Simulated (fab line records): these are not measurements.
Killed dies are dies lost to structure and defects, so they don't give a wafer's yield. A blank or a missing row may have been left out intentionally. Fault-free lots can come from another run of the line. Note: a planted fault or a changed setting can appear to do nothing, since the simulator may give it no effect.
Chamber matching | flow gf180mcu | GF_CONTACT_CMP_04 on cmp-01: 4 sister chambers
The step polishes SiO2. 14 wafers are shown with their chamber, then 7 later ones without.

## WAFERS, EACH WITH ITS CHAMBER
wafer  | chamber | motor_current_A (A) | time_to_endpoint_s (s)
L386.1 | 2       | 11.4                | 113
L386.2 | 1       | 11.1                | 111
L386.4 | 3       | 11.7                | 118
L388.1 | 3       | 11.4                | 111
L388.2 | 1       | 11.1                | 105
L388.4 | 2       | 10.8                | 111
L390.2 | 1       | 10.8                | 109
L390.4 | 3       | 11.3                | 117
L390.5 | 0       | 12.8                | 110
L391.3 | 1       | 11.4                | 111
L391.4 | 2       | 11.3                | 115
L391.5 | 1       | 11.0                | 116
L392.4 | 1       | 11.1                | 112
L392.5 | 0       | 13.2                | 107

SIGNATURES (averages over the wafers above)
reading            | chamber 0 | chamber 1 | chamber 2 | chamber 3 | scatter within a chamber
motor_current_A    | 13.000    | 11.083    | 11.167    | 11.467    | 0.237
time_to_endpoint_s | 108.50    | 110.67    | 113.00    | 115.33    | 3.26
Rule: distance of a wafer from a chamber = root of the sum over the readings of ((wafer's reading minus chamber's mean) / reading's scatter) squared. If the next closest chamber is less than 2 further off than the closest, the wafer can't be placed; otherwise it belongs to the closest. How the scatter is found: for the shown wafers, subtract from each reading the mean of its chamber, square and add these, divide the total by (wafers less chambers), then take the root.

## WAFERS WITH NO CHAMBER GIVEN
wafer  | motor_current_A (A) | time_to_endpoint_s (s)
L392.6 | 10.8                | 104
L393.4 | 11.7                | 108
L393.5 | 10.8                | 106
L393.6 | 10.9                | 113
L409.1 | 11.1                | 104
L409.3 | 10.5                | 105
L409.4 | 10.7                | 108

## WHICH CHAMBER EACH WENT THROUGH
wafer  | from the rows above          | in truth
L392.6 | can't be placed: 1 or 2      | 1
L393.4 | can't be placed: 3 or 2 or 1 | 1
L393.5 | can't be placed: 1 or 2      | 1
L393.6 | can't be placed: 1 or 2 or 3 | 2
L409.1 | can't be placed: 1 or 2 or 3 | 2
L409.3 | can't be placed: 1 or 2      | 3
L409.4 | can't be placed: 1 or 2      | 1
Correct placement for 0 of the 7. These rows do not allow placing 7 (true chamber among the candidates in 6). 0 placed wrongly.
